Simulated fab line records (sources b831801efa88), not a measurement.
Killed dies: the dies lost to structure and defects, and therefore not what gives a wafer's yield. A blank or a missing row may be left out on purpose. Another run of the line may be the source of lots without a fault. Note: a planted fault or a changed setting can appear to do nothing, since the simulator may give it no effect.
fab line records    flow sfq_line
record: lots: 14  wafers: 42  last_day: 78
route steps=325 shown I2@114 I5@235 I7@307 M8@323
lots untouched by any fault: they come from a run of this same line in which no faults occurred
start_h: start of the lot's first displayed wafer, in hours after the record's first day    wait_h: how many hours have passed since the lot's step before this one    " identical to the entry in the row above    L1.1+2: a single row standing in for several wafers    - no value, or no start given    * or withheld: withheld    < > ~ a bound
route shown NAME@n: NAME is a module with steps in the file, n the number in the route of the first one    usual: average and standard deviation across the fault-free wafers    same: alike in all rows    chamber/n: place in a boat    sites: the reading at each site    _std_site: the standard deviation of these    _edge_site: mean of outer sites minus mean of inner sites    radius_mm: how far each site lies from the wafer's centre    mask NAME#n: copy n    behind: the last tool/chamber to shape the wafer    hold: why the lot was held/for how many hours/how that ended    device: which transistor (n, p or np) failed to switch    end of line: at the end of the route, the tests of the same wafers    a step with no rows: only its recipe    killed: dies lost to structure and defects at the first sort, not the wafer's yield    map: shows each die of a wafer: x if killed, . if not, _ if none is there
set.NAME: the setting as run; set.NAME@STEP: as run at that earlier step    model.NAME: the simulator's own value behind a step, which no gauge read
route steps across a sampled set of lots; one table per step, one row per wafer
services: when a tool's chamber went out of use (start_h, in hours from the record's first day, below 0 if earlier), for how many hours, and the reason
== steps ==
step: SFQ_TRILAYER_I2_VIA_BARC_OPEN_VIA_ETCH_096
recipe: mask_material: PR  chemistry: O2  target_depth_nm: 125  target: BARC  source_w: 500  bias_w: 80  pressure_mtorr: 30  time_s: 41.7
usual: drypump_motor_current_A: 5.9/0.56  oes_product_au: 0.685/0.0047  run_length_s: 69.9/0.46
lot.wafer  tool         chamber  start_h  wait_h  drypump_motor_current_A  oes_product_au  rf_hours_counter_h  run_length_s
L473.2     rie_diel-01  3        563.54   0.0     5.9                      0.685           54                  69.6
L473.3     "            2        "        "       6.3                      0.679           1                   69.8
L473.6     "            2        "        "       6.3                      0.677           -                   69.6
L474.2     rie_diel-01  3        577.33   0.0     5.9                      0.680           54                  69.6
L474.3     "            2        "        "       6.3                      0.683           2                   70.3
L474.6     "            0        "        "       4.9                      0.688           -                   70.8
L477.1     rie_diel-01  2        614.53   0.0     6.3                      0.689           2                   69.7
L477.3     "            1        "        "       6.0                      0.681           2                   69.5
L477.6     "            1        "        "       6.0                      0.689           -                   69.6
L478.1     rie_diel-03  3        624.13   0.0     4.9                      0.682           1                   70.7
L478.4     "            1        "        "       6.4                      0.677           49                  70.3
L478.5     "            3        "        "       4.9                      0.681           -                   70.1
L479.3     rie_diel-02  2        632.53   0.0     5.8                      0.681           51                  69.7
L479.5     "            1        "        "       5.5                      0.679           -                   70.5
L479.6     "            2        "        "       5.8                      0.681           -                   69.8
L480.2     rie_diel-01  1        644.53   0.0     6.0                      0.695           2                   69.5
L480.3     "            2        "        "       6.3                      0.683           3                   69.8
L480.4     "            3        "        "       5.9                      0.686           55                  69.7
L481.1     rie_diel-03  1        656.10   0.0     6.3                      0.685           49                  70.3
L481.2     "            0        "        "       6.2                      0.689           12                  69.5
L481.6     "            3        "        "       4.9                      0.687           -                   69.8
L482.3     rie_diel-02  1        665.70   0.0     5.5                      0.680           12                  70.3
L482.4     "            2        "        "       5.8                      0.684           52                  70.0
L482.6     "            2        "        "       5.7                      0.687           -                   69.8
L487.3     rie_diel-01  3        709.96   0.0     5.9                      0.691           56                  70.0
L487.4     "            0        "        "       4.9                      0.678           35                  73.0
L487.6     "            0        "        "       4.9                      0.667           -                   72.9
L488.1     rie_diel-01  0        721.51   0.0     4.9                      0.670           36                  73.1
L488.3     "            2        "        "       6.3                      0.691           4                   69.8
L488.6     "            1        "        "       6.0                      0.681           -                   69.5
L491.2     rie_diel-03  3        753.29   0.0     4.9                      0.676           4                   70.0
L491.4     "            1        "        "       6.3                      0.679           52                  70.5
L491.6     "            2        "        "       6.3                      0.682           -                   69.4
L492.1     rie_diel-02  1        759.29   0.0     5.6                      0.686           14                  70.0
L492.3     "            3        "        "       6.8                      0.682           41                  70.0
L492.4     "            0        "        "       5.6                      0.686           -                   69.3
L494.3     rie_diel-03  2        768.89   0.0     6.3                      0.690           6                   69.2
L494.4     "            3        "        "       4.9                      0.678           4                   70.2
L494.6     "            2        "        "       6.3                      0.682           -                   69.4
L495.3     rie_diel-02  0        776.09   0.0     5.6                      0.674           7                   69.6
L495.4     "            3        "        "       6.8                      0.686           -                   70.0
L495.6     "            0        "        "       5.6                      0.679           -                   69.3
step: SFQ_I5_OVL_MEAS_936
usual: I5_OVL: 1/6.1
lot.wafer  tool        chamber  start_h  wait_h  I5_OVL[nm]
L473.2     overlay-02  -        1250.80  0.1     -8
L473.3     "           -        "        "       -7
L473.6     "           -        "        "       -10
L474.2     overlay-02  -        1258.00  0.1     -6
L474.3     "           -        "        "       2
L474.6     "           -        "        "       -4
L477.1     overlay-01  -        1289.20  0.1     0
L477.3     "           -        "        "       -1
L477.6     "           -        "        "       0
L478.1     overlay-02  -        1298.80  0.1     2
L478.4     "           -        "        "       -4
L478.5     "           -        "        "       -7
L479.3     overlay-01  -        1313.63  0.1     3
L479.5     "           -        "        "       5
L479.6     "           -        "        "       4
L480.2     overlay-01  -        1319.63  0.1     -5
L480.3     "           -        "        "       -6
L480.4     "           -        "        "       -2
L481.1     overlay-01  -        1326.82  0.1     5
L481.2     "           -        "        "       5
L481.6     "           -        "        "       2
L482.3     overlay-02  -        1332.83  0.1     2
L482.4     "           -        "        "       6
L482.6     "           -        "        "       3
L487.3     overlay-01  -        1360.23  0.1     -7
L487.4     "           -        "        "       -1
L487.6     "           -        "        "       2
L488.1     overlay-01  -        1361.42  0.1     9
L488.3     "           -        "        "       17
L488.6     "           -        "        "       6
L491.2     overlay-01  -        1379.43  0.1     4
L491.4     "           -        "        "       4
L491.6     "           -        "        "       -5
L492.1     overlay-01  -        1383.02  0.1     -6
L492.3     "           -        "        "       -4
L492.4     "           -        "        "       -1
L494.3     overlay-01  -        1390.33  0.1     -2
L494.4     "           -        "        "       3
L494.6     "           -        "        "       1
L495.3     overlay-01  -        1395.88  0.1     -13
L495.4     "           -        "        "       -4
L495.6     "           -        "        "       -8
step: SFQ_TRILAYER_I7_VIA_BARC_OPEN_VIA_ETCH_260
recipe: mask_material: PR  chemistry: O2  target_depth_nm: 125  target: BARC  source_w: 500  bias_w: 80  pressure_mtorr: 30  time_s: 41.7
usual: drypump_motor_current_A: 5.9/0.56  oes_product_au: 0.685/0.0045  run_length_s: 70.0/0.48
lot.wafer  tool         chamber  start_h  wait_h  drypump_motor_current_A  oes_product_au  rf_hours_counter_h  run_length_s
L473.2     rie_diel-03  0        1612.44  0.0     6.2                      0.690           5                   69.5
L473.3     "            2        "        "       6.3                      0.686           23                  69.4
L473.6     "            0        "        "       6.2                      0.682           -                   70.2
L474.2     rie_diel-03  1        1618.44  0.0     6.4                      0.684           15                  70.4
L474.3     "            0        "        "       6.2                      0.688           5                   69.8
L474.6     "            2        "        "       6.3                      0.686           -                   69.5
L477.1     rie_diel-01  1        1638.66  0.0     6.0                      0.691           20                  69.7
L477.3     "            3        "        "       5.9                      0.686           15                  69.5
L477.6     "            0        "        "       4.9                      0.674           -                   70.6
L478.1     rie_diel-04  3        1650.66  0.0     5.8                      0.683           1                   70.6
L478.4     "            0        "        "       6.2                      0.681           6                   70.1
L478.5     "            2        "        "       6.7                      0.679           -                   70.3
L479.3     rie_diel-01  3        1662.66  0.0     5.9                      0.691           16                  69.4
L479.5     "            1        "        "       6.0                      0.690           -                   70.0
L479.6     "            2        "        "       6.3                      0.689           -                   69.9
L480.2     rie_diel-01  2        1670.03  0.0     6.3                      0.684           21                  69.7
L480.3     "            3        "        "       5.9                      0.686           16                  69.3
L480.4     "            0        "        "       4.9                      0.679           14                  70.7
L481.1     rie_diel-03  2        1673.63  0.0     6.3                      0.691           23                  69.3
L481.2     "            1        "        "       6.3                      0.686           16                  70.3
L481.6     "            1        "        "       6.3                      0.688           -                   70.2
L482.3     rie_diel-01  0        1754.40  0.0     4.9                      0.689           15                  70.8
L482.4     "            3        "        "       5.9                      0.685           16                  69.7
L482.6     "            1        "        "       6.0                      0.688           -                   69.5
L487.3     rie_diel-04  1        1772.40  0.0     5.7                      0.679           25                  70.6
L487.4     "            3        "        "       5.8                      0.681           3                   70.8
L487.6     "            2        "        "       6.6                      0.681           -                   69.7
L488.1     rie_diel-01  3        1776.00  0.0     6.0                      0.685           17                  69.8
L488.3     "            1        "        "       6.0                      0.688           22                  69.7
L488.6     "            3        "        "       5.9                      0.688           -                   69.6
L491.2     rie_diel-04  2        1783.36  0.0     6.7                      0.681           14                  69.6
L491.4     "            0        "        "       6.2                      0.680           8                   70.2
L491.6     "            2        "        "       6.7                      0.684           -                   69.7
L492.1     rie_diel-04  2        1788.04  0.0     6.7                      0.678           14                  69.8
L492.3     "            0        "        "       6.2                      0.689           8                   70.2
L492.4     "            1        "        "       5.7                      0.690           25                  70.5
L494.3     rie_diel-03  0        1792.84  0.0     6.3                      0.678           7                   69.6
L494.4     "            2        "        "       6.3                      0.695           0                   69.2
L494.6     "            1        "        "       6.4                      0.684           -                   70.2
L495.3     rie_diel-01  3        1795.24  0.0     5.9                      0.687           17                  69.5
L495.4     "            1        "        "       6.0                      0.684           22                  69.5
L495.6     "            0        "        "       4.9                      0.679           -                   70.8
step: SFQ_M8_THK_MEAS_950
recipe: thk_meas_gauge: xrf  reads: Au_of_TRILAYER_M8_DEP_EVAP_196
usual: M8_AU_THK: 182.4/2.2
lot.wafer  tool           chamber  start_h  wait_h  M8_AU_THK[nm]
L473.2     film_metro-01  -        1618.27  0.1     187.1
L473.3     "              -        "        "       181.7
L473.6     "              -        "        "       186.8
L474.2     film_metro-01  -        1627.78  0.1     185.4
L474.3     "              -        "        "       184.5
L474.6     "              -        "        "       183.0
L477.1     film_metro-04  -        1643.28  0.1     179.9
L477.3     "              -        "        "       180.4
L477.6     "              -        "        "       181.2
L478.1     film_metro-03  -        1658.84  0.1     183.7
L478.4     "              -        "        "       179.6
L478.5     "              -        "        "       184.8
L479.3     film_metro-04  -        1667.44  0.1     178.9
L479.5     "              -        "        "       178.7
L479.6     "              -        "        "       181.2
L480.2     film_metro-03  -        1674.78  0.1     181.8
L480.3     "              -        "        "       187.8
L480.4     "              -        "        "       184.5
L481.1     film_metro-04  -        1682.75  0.1     183.7
L481.2     "              -        "        "       181.9
L481.6     "              -        "        "       180.6
L482.3     film_metro-01  -        1759.16  0.1     182.8
L482.4     "              -        "        "       179.5
L482.6     "              -        "        "       180.9
L487.3     film_metro-01  -        1777.04  0.1     178.4
L487.4     "              -        "        "       183.3
L487.6     "              -        "        "       180.8
L488.1     film_metro-01  -        1780.66  0.1     181.5
L488.3     "              -        "        "       185.7
L488.6     "              -        "        "       184.0
L491.2     film_metro-01  -        1857.44  0.1     182.0
L491.4     "              -        "        "       181.3
L491.6     "              -        "        "       181.8
L492.1     film_metro-04  -        1863.55  0.1     181.4
L492.3     "              -        "        "       182.1
L492.4     "              -        "        "       184.2
L494.3     film_metro-01  -        1867.17  0.1     182.4
L494.4     "              -        "        "       184.4
L494.6     "              -        "        "       186.0
L495.3     film_metro-01  -        1869.57  0.1     177.8
L495.4     "              -        "        "       181.9
L495.6     "              -        "        "       178.7
== services ==
tool         chamber  start_h  hours  kind
rie_diel-01  -        589.54   0.6    repair
rie_diel-03  2        597.24   12.1   repair
rie_diel-03  2        617.31   1.3    repair
rie_diel-03  -        629.06   0.8    repair
rie_diel-01  3        646.15   2.4    repair
rie_diel-01  -        656.84   4.7    repair
rie_diel-01  -        766.81   2.8    pm
rie_diel-01  2        863.19   4.3    repair
rie_diel-01  0        948.87   8.1    repair
rie_diel-01  1        952.81   2.5    repair
rie_diel-01  3        1074.49  3.6    repair
rie_diel-01  3        1094.18  2.9    repair
rie_diel-01  3        1134.59  14.3   repair
rie_diel-01  1        1137.71  2.0    repair
rie_diel-01  0        1139.34  17.8   repair
rie_diel-01  1        1184.64  17.2   repair
rie_diel-01  2        1309.64  4.4    repair
rie_diel-01  -        1338.68  0.7    repair
rie_diel-01  0        1340.73  1.7    repair
rie_diel-01  3        1455.44  3.6    repair
rie_diel-01  1        1496.39  4.1    repair
rie_diel-01  1        1519.49  3.8    repair
rie_diel-01  0        1541.24  1.7    repair
rie_diel-01  -        1707.91  1.4    repair
== key ==
first_sign: step: SFQ_TRILAYER_I2_VIA_BARC_OPEN_VIA_ETCH_096  reading: run_length_s  direction: up  sigmas: 6.6  usual: *  struck: *
effect: step: SFQ_TRILAYER_I2_VIA_BARC_OPEN_VIA_ETCH_096  reading: oes_product_au  direction: down  sigmas: 2.8  usual: 0.685  struck: 0.672
met_at SFQ_TRILAYER_I2_VIA_BARC_OPEN_VIA_ETCH_096
struck_lots L487,L488
struck_wafers L487.4,L487.6,L488.1
not_acting_at SFQ_I5_OVL_MEAS_936,SFQ_TRILAYER_I7_VIA_BARC_OPEN_VIA_ETCH_260,SFQ_M8_THK_MEAS_950
onset_between 577.33 709.96
fault: kind: process_parameter_drift  tool: rie_diel-01  chamber: 0  onset_h: 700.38  steps: SFQ_TRILAYER_I2_VIA_BARC_OPEN_VIA_ETCH_096  channel: time_s  offset: *  shape: step  end_h: 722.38  acts_in: *  stated: *
